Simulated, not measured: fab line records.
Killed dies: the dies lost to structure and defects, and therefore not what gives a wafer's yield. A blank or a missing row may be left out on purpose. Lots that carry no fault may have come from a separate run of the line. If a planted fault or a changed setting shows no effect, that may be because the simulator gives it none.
Matching of chambers / flow sky130 / rie_diel-01 running SKY_CONTACT_ETCH_16: 4 sister chambers
The step etches BARC in N2/H2, stops on SiO2, time 45.9 s, target depth 60 nm. 4 wafers are shown with their chamber, then 8 later ones without.

WAFERS PAIRED WITH THEIR CHAMBERS
wafer=L084.3; chamber=1; drypump_motor_current_A (A)=6.1
wafer=L091.3; chamber=3; drypump_motor_current_A (A)=5.3
wafer=L091.5; chamber=0; drypump_motor_current_A (A)=4.9
wafer=L093.1; chamber=2; drypump_motor_current_A (A)=5.1

WAFERS MISSING THEIR CHAMBER
wafer=L093.4; drypump_motor_current_A (A)=4.9
wafer=L093.5; drypump_motor_current_A (A)=5.3
wafer=L094.1; drypump_motor_current_A (A)=5.2
wafer=L094.4; drypump_motor_current_A (A)=5.2
wafer=L094.5; drypump_motor_current_A (A)=5.3
wafer=L095.1; drypump_motor_current_A (A)=6.1
wafer=L095.2; drypump_motor_current_A (A)=5.0
wafer=L095.4; drypump_motor_current_A (A)=5.2

CHAMBER TAKEN BY EACH
wafer=L093.4; from the rows above=0; in truth=0
wafer=L093.5; from the rows above=3; in truth=3
wafer=L094.1; from the rows above=can't be placed: 3 or 2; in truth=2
wafer=L094.4; from the rows above=can't be placed: 3 or 2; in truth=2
wafer=L094.5; from the rows above=3; in truth=3
wafer=L095.1; from the rows above=1; in truth=1
wafer=L095.2; from the rows above=can't be placed: 0 or 2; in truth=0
wafer=L095.4; from the rows above=can't be placed: 3 or 2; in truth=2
Placed correctly: 4 of 8. Can't be placed from these rows: 4 (the true chamber is among the candidates in 4). Placed wrongly: 0.
How it was worked out, from the rows above alone: a wafer's distance from a chamber is the root of the sum, over the readings, of the square of ((its reading less the chamber's mean) divided by the reading's scatter). The wafer belongs to the nearest chamber; if the next one is less than 2 further off, it can't be placed. The mean given for a chamber averages the wafers shown for that chamber. The scatter: root of mean squared gap, hidden wafer to nearest shown wafer, with one shown wafer a chamber.
